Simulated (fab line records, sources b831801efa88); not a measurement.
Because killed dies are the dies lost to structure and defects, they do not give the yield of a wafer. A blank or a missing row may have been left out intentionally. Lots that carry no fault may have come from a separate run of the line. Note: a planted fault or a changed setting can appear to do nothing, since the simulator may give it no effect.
The tool behind it: which one? || flow sky130 || 14 lots with 42 wafers sampled at 4 steps, on a route of 708 steps

== WHAT THE GAUGES READ, wafer by wafer ==
The record lacks any reading of a measuring or inspecting step that a usual standard deviation could be used to judge.

== WHICH TOOL RAN EACH LOT (tool, then ch and the chambers of the sampled wafers, then the start) ==
{"lot": "L693", "SKY_LI_CONTACT_CMP_02": "cmp-02 ch 1,2, day 27 19:03", "SKY_LI_CONTACT_ETCH_15": "rie_diel-01 ch 1,2,3, day 29 00:35", "SKY_LI_CONTACT_SPUTTER_20": "pvd_sputter-02, day 29 01:02", "SKY_LOCAL_INTERCONNECT_PEB_09": "litho_track-03 ch 0, day 30 06:00"}
{"lot": "L694", "SKY_LI_CONTACT_CMP_02": "cmp-01 ch 0,3, day 28 11:39", "SKY_LI_CONTACT_ETCH_15": "rie_diel-01 ch 0,2, day 29 16:53", "SKY_LI_CONTACT_SPUTTER_20": "pvd_sputter-01, day 29 17:20", "SKY_LOCAL_INTERCONNECT_PEB_09": "litho_track-03 ch 0, day 30 21:00"}
{"lot": "L695", "SKY_LI_CONTACT_CMP_02": "cmp-02 ch 0,2,3, day 28 14:35", "SKY_LI_CONTACT_ETCH_15": "rie_diel-04 ch 0,2,3, day 29 19:16", "SKY_LI_CONTACT_SPUTTER_20": "pvd_sputter-02, day 29 19:43", "SKY_LOCAL_INTERCONNECT_PEB_09": "litho_track-04 ch 0, day 30 23:00"}
{"lot": "L697", "SKY_LI_CONTACT_CMP_02": "cmp-02 ch 0,1,3, day 29 04:28", "SKY_LI_CONTACT_ETCH_15": "rie_diel-04 ch 1,2, day 30 09:32", "SKY_LI_CONTACT_SPUTTER_20": "pvd_sputter-02, day 30 09:59", "SKY_LOCAL_INTERCONNECT_PEB_09": "litho_track-03 ch 0, day 31 14:00"}
{"lot": "L698", "SKY_LI_CONTACT_CMP_02": "cmp-01 ch 0,1,3, day 30 09:32", "SKY_LI_CONTACT_ETCH_15": "rie_diel-04 ch 0,1, day 31 13:39", "SKY_LI_CONTACT_SPUTTER_20": "pvd_sputter-04, day 31 14:07", "SKY_LOCAL_INTERCONNECT_PEB_09": "litho_track-03 ch 0, day 32 17:00"}
{"lot": "L699", "SKY_LI_CONTACT_CMP_02": "cmp-02 ch 0,1,3, day 30 11:53", "SKY_LI_CONTACT_ETCH_15": "rie_diel-02 ch 0,1,3, day 31 15:41", "SKY_LI_CONTACT_SPUTTER_20": "pvd_sputter-04, day 31 16:08", "SKY_LOCAL_INTERCONNECT_PEB_09": "litho_track-04 ch 0, day 32 19:00"}
{"lot": "L707", "SKY_LI_CONTACT_CMP_02": "cmp-02 ch 0,2, day 32 21:45", "SKY_LI_CONTACT_ETCH_15": "rie_diel-01 ch 1,2, day 34 01:21", "SKY_LI_CONTACT_SPUTTER_20": "pvd_sputter-02, day 34 01:49", "SKY_LOCAL_INTERCONNECT_PEB_09": "litho_track-03, day 35 04:00"}
{"lot": "L708", "SKY_LI_CONTACT_CMP_02": "cmp-01 ch 1,3, day 33 04:31", "SKY_LI_CONTACT_ETCH_15": "rie_diel-04 ch 2,3, day 34 08:12", "SKY_LI_CONTACT_SPUTTER_20": "pvd_sputter-04, day 34 08:40", "SKY_LOCAL_INTERCONNECT_PEB_09": "litho_track-03, day 35 11:00"}
{"lot": "L711", "SKY_LI_CONTACT_CMP_02": "cmp-02 ch 2,3, day 34 01:56", "SKY_LI_CONTACT_ETCH_15": "rie_diel-01 ch 1,2,3, day 35 04:39", "SKY_LI_CONTACT_SPUTTER_20": "pvd_sputter-02, day 35 05:06", "SKY_LOCAL_INTERCONNECT_PEB_09": "litho_track-04 ch 0, day 36 07:00"}
{"lot": "L712", "SKY_LI_CONTACT_CMP_02": "cmp-01 ch 0,1,2, day 34 07:25", "SKY_LI_CONTACT_ETCH_15": "rie_diel-01 ch 0,1,2, day 35 10:20", "SKY_LI_CONTACT_SPUTTER_20": "pvd_sputter-02, day 35 10:47", "SKY_LOCAL_INTERCONNECT_PEB_09": "litho_track-03 ch 0, day 36 13:00"}
{"lot": "L713", "SKY_LI_CONTACT_CMP_02": "cmp-01 ch 0,1,3, day 35 07:45", "SKY_LI_CONTACT_ETCH_15": "rie_diel-02 ch 1,2,3, day 36 10:17", "SKY_LI_CONTACT_SPUTTER_20": "pvd_sputter-01, day 36 10:44", "SKY_LOCAL_INTERCONNECT_PEB_09": "litho_track-03 ch 0, day 37 13:00"}
{"lot": "L715", "SKY_LI_CONTACT_CMP_02": "cmp-02 ch 0,2,3, day 35 10:19", "SKY_LI_CONTACT_ETCH_15": "rie_diel-04 ch 1,2,3, day 36 12:37", "SKY_LI_CONTACT_SPUTTER_20": "pvd_sputter-04, day 36 13:04", "SKY_LOCAL_INTERCONNECT_PEB_09": "litho_track-03 ch 0, day 37 15:00"}
{"lot": "L714", "SKY_LI_CONTACT_CMP_02": "cmp-02 ch 0,2, day 35 11:16", "SKY_LI_CONTACT_ETCH_15": "rie_diel-04 ch 0,2, day 36 13:51", "SKY_LI_CONTACT_SPUTTER_20": "pvd_sputter-01, day 36 14:18", "SKY_LOCAL_INTERCONNECT_PEB_09": "litho_track-03 ch 0, day 37 16:00"}
{"lot": "L716", "SKY_LI_CONTACT_CMP_02": "cmp-02 ch 0,2,3, day 35 14:59", "SKY_LI_CONTACT_ETCH_15": "rie_diel-02 ch 1,2,3, day 36 16:50", "SKY_LI_CONTACT_SPUTTER_20": "pvd_sputter-04, day 36 17:18", "SKY_LOCAL_INTERCONNECT_PEB_09": "litho_track-03 ch 0, day 37 18:00"}
- SKY_LI_CONTACT_CMP_02: polishes PSG.
- SKY_LI_CONTACT_ETCH_15: etches PSG in C4F8/O2/Ar, stops on Si, target depth 600 nm.
- SKY_LI_CONTACT_SPUTTER_20: material TiN, target thk 20 nm, time 80 s.
- SKY_LOCAL_INTERCONNECT_PEB_09

== AS READ BY THE TOOLS THEMSELVES (means over the sampled wafers that have a number; for cases with no such wafer, the mark the record gives instead) ==
SKY_LI_CONTACT_CMP_02. Usual: edge_zone_pressure_frac 1.000, standard deviation 0.0047; head_pressure_psi 4.001 psi, standard deviation 0.0077; motor_current_A 12.6 A, standard deviation 0.71; time_to_endpoint_s 33 s, standard deviation 3.
{"lot": "L693", "tool": "cmp-02", "edge_zone_pressure_frac": 0.998, "head_pressure_psi (psi)": 3.988, "motor_current_A (A)": 12.1, "time_to_endpoint_s (s)": 32, "flag": ""}
{"lot": "L694", "tool": "cmp-01", "edge_zone_pressure_frac": 0.997, "head_pressure_psi (psi)": 4.002, "motor_current_A (A)": 12.6, "time_to_endpoint_s (s)": 31, "flag": ""}
{"lot": "L695", "tool": "cmp-02", "edge_zone_pressure_frac": 1.005, "head_pressure_psi (psi)": 4.000, "motor_current_A (A)": 12.4, "time_to_endpoint_s (s)": 32, "flag": ""}
{"lot": "L697", "tool": "cmp-02", "edge_zone_pressure_frac": 0.998, "head_pressure_psi (psi)": 4.004, "motor_current_A (A)": 12.7, "time_to_endpoint_s (s)": 34, "flag": ""}
{"lot": "L698", "tool": "cmp-01", "edge_zone_pressure_frac": 0.999, "head_pressure_psi (psi)": 3.994, "motor_current_A (A)": 12.6, "time_to_endpoint_s (s)": 33, "flag": ""}
{"lot": "L699", "tool": "cmp-02", "edge_zone_pressure_frac": 1.001, "head_pressure_psi (psi)": 3.999, "motor_current_A (A)": 12.3, "time_to_endpoint_s (s)": 29, "flag": ""}
{"lot": "L707", "tool": "cmp-02", "edge_zone_pressure_frac": 1.002, "head_pressure_psi (psi)": 4.000, "motor_current_A (A)": 12.0, "time_to_endpoint_s (s)": 32, "flag": ""}
{"lot": "L708", "tool": "cmp-01", "edge_zone_pressure_frac": 0.999, "head_pressure_psi (psi)": 4.002, "motor_current_A (A)": 12.7, "time_to_endpoint_s (s)": 38, "flag": ""}
{"lot": "L711", "tool": "cmp-02", "edge_zone_pressure_frac": 1.000, "head_pressure_psi (psi)": 4.003, "motor_current_A (A)": 13.1, "time_to_endpoint_s (s)": 34, "flag": ""}
{"lot": "L712", "tool": "cmp-01", "edge_zone_pressure_frac": 0.999, "head_pressure_psi (psi)": 4.005, "motor_current_A (A)": 12.5, "time_to_endpoint_s (s)": 36, "flag": ""}
{"lot": "L713", "tool": "cmp-01", "edge_zone_pressure_frac": 1.004, "head_pressure_psi (psi)": 4.007, "motor_current_A (A)": 12.8, "time_to_endpoint_s (s)": 34, "flag": ""}
{"lot": "L715", "tool": "cmp-02", "edge_zone_pressure_frac": 0.999, "head_pressure_psi (psi)": 4.000, "motor_current_A (A)": 12.5, "time_to_endpoint_s (s)": 30, "flag": ""}
{"lot": "L714", "tool": "cmp-02", "edge_zone_pressure_frac": 0.999, "head_pressure_psi (psi)": 3.999, "motor_current_A (A)": 11.9, "time_to_endpoint_s (s)": 31, "flag": ""}
{"lot": "L716", "tool": "cmp-02", "edge_zone_pressure_frac": 1.001, "head_pressure_psi (psi)": 4.004, "motor_current_A (A)": 12.2, "time_to_endpoint_s (s)": 31, "flag": ""}

SKY_LI_CONTACT_ETCH_15. Usual: oes_product_au 0.837 a.u., standard deviation 0.0052.
{"lot": "L693", "tool": "rie_diel-01", "oes_product_au (a.u.)": 0.834, "flag": ""}
{"lot": "L694", "tool": "rie_diel-01", "oes_product_au (a.u.)": 0.840, "flag": ""}
{"lot": "L695", "tool": "rie_diel-04", "oes_product_au (a.u.)": 0.838, "flag": ""}
{"lot": "L697", "tool": "rie_diel-04", "oes_product_au (a.u.)": 0.840, "flag": ""}
{"lot": "L698", "tool": "rie_diel-04", "oes_product_au (a.u.)": 0.843, "flag": ""}
{"lot": "L699", "tool": "rie_diel-02", "oes_product_au (a.u.)": 0.840, "flag": ""}
{"lot": "L707", "tool": "rie_diel-01", "oes_product_au (a.u.)": 0.843, "flag": ""}
{"lot": "L708", "tool": "rie_diel-04", "oes_product_au (a.u.)": 0.839, "flag": ""}
{"lot": "L711", "tool": "rie_diel-01", "oes_product_au (a.u.)": 0.836, "flag": ""}
{"lot": "L712", "tool": "rie_diel-01", "oes_product_au (a.u.)": 0.836, "flag": ""}
{"lot": "L713", "tool": "rie_diel-02", "oes_product_au (a.u.)": 0.837, "flag": ""}
{"lot": "L715", "tool": "rie_diel-04", "oes_product_au (a.u.)": 0.833, "flag": ""}
{"lot": "L714", "tool": "rie_diel-04", "oes_product_au (a.u.)": 0.835, "flag": ""}
{"lot": "L716", "tool": "rie_diel-02", "oes_product_au (a.u.)": 0.832, "flag": ""}

SKY_LI_CONTACT_SPUTTER_20. Usual: throttle_valve_pct 30.2 %, standard deviation 0.9.
{"lot": "L693", "tool": "pvd_sputter-02", "throttle_valve_pct (%)": 30.4, "flag": ""}
{"lot": "L694", "tool": "pvd_sputter-01", "throttle_valve_pct (%)": 31.0, "flag": ""}
{"lot": "L695", "tool": "pvd_sputter-02", "throttle_valve_pct (%)": 29.2, "flag": ""}
{"lot": "L697", "tool": "pvd_sputter-02", "throttle_valve_pct (%)": 30.6, "flag": ""}
{"lot": "L698", "tool": "pvd_sputter-04", "throttle_valve_pct (%)": 30.0, "flag": ""}
{"lot": "L699", "tool": "pvd_sputter-04", "throttle_valve_pct (%)": 30.1, "flag": ""}
{"lot": "L707", "tool": "pvd_sputter-02", "throttle_valve_pct (%)": 30.8, "flag": ""}
{"lot": "L708", "tool": "pvd_sputter-04", "throttle_valve_pct (%)": 29.8, "flag": ""}
{"lot": "L711", "tool": "pvd_sputter-02", "throttle_valve_pct (%)": 30.7, "flag": ""}
{"lot": "L712", "tool": "pvd_sputter-02", "throttle_valve_pct (%)": 30.3, "flag": ""}
{"lot": "L713", "tool": "pvd_sputter-01", "throttle_valve_pct (%)": 30.5, "flag": ""}
{"lot": "L715", "tool": "pvd_sputter-04", "throttle_valve_pct (%)": 30.6, "flag": ""}
{"lot": "L714", "tool": "pvd_sputter-01", "throttle_valve_pct (%)": 30.6, "flag": ""}
{"lot": "L716", "tool": "pvd_sputter-04", "throttle_valve_pct (%)": 29.6, "flag": ""}

SKY_LOCAL_INTERCONNECT_PEB_09. Usual: exhaust_pa 45.0 Pa, standard deviation 0.87.
{"lot": "L693", "tool": "litho_track-03", "exhaust_pa (Pa)": 44.8, "flag": ""}
{"lot": "L694", "tool": "litho_track-03", "exhaust_pa (Pa)": 45.4, "flag": ""}
{"lot": "L695", "tool": "litho_track-04", "exhaust_pa (Pa)": 46.2, "flag": ""}
{"lot": "L697", "tool": "litho_track-03", "exhaust_pa (Pa)": 46.7, "flag": ""}
{"lot": "L698", "tool": "litho_track-03", "exhaust_pa (Pa)": 45.1, "flag": ""}
{"lot": "L699", "tool": "litho_track-04", "exhaust_pa (Pa)": 44.5, "flag": ""}
{"lot": "L707", "tool": "litho_track-03", "exhaust_pa (Pa)": "-", "flag": "OFF"}
{"lot": "L708", "tool": "litho_track-03", "exhaust_pa (Pa)": "-", "flag": "OFF"}
{"lot": "L711", "tool": "litho_track-04", "exhaust_pa (Pa)": 44.6, "flag": ""}
{"lot": "L712", "tool": "litho_track-03", "exhaust_pa (Pa)": 44.9, "flag": ""}
{"lot": "L713", "tool": "litho_track-03", "exhaust_pa (Pa)": 44.7, "flag": ""}
{"lot": "L715", "tool": "litho_track-03", "exhaust_pa (Pa)": 44.5, "flag": ""}
{"lot": "L714", "tool": "litho_track-03", "exhaust_pa (Pa)": 44.5, "flag": ""}
{"lot": "L716", "tool": "litho_track-03", "exhaust_pa (Pa)": 46.0, "flag": ""}

== THE ANSWER, worked out from the rows above alone ==
Rule: take the mean of a lot's wafers that have a number; if it is more than 3 standard deviations from the usual mean, the lot is off. A lot without any number at a reading at which 4 lots or more have one is off too. All remaining lots with rows at the step are treated as sound. After the gauges, taken in route order, come the tools' own readings; for these a lot's mean is taken, as printed above. The first step at which some lot is off is used, and at that step the reading that is off furthest; a lot without a number counts as furthest.
Off, at SKY_LOCAL_INTERCONNECT_PEB_09 on exhaust_pa: L707, L708. Without a number there: L707, L708.
If a tool, at that step or one of the process steps before it, ran each lot that is off and ran no sound lot following the first of them, it fits. No candidate that was tried fits.

== WHAT HAD BEEN PUT IN BY THE SIMULATOR ==
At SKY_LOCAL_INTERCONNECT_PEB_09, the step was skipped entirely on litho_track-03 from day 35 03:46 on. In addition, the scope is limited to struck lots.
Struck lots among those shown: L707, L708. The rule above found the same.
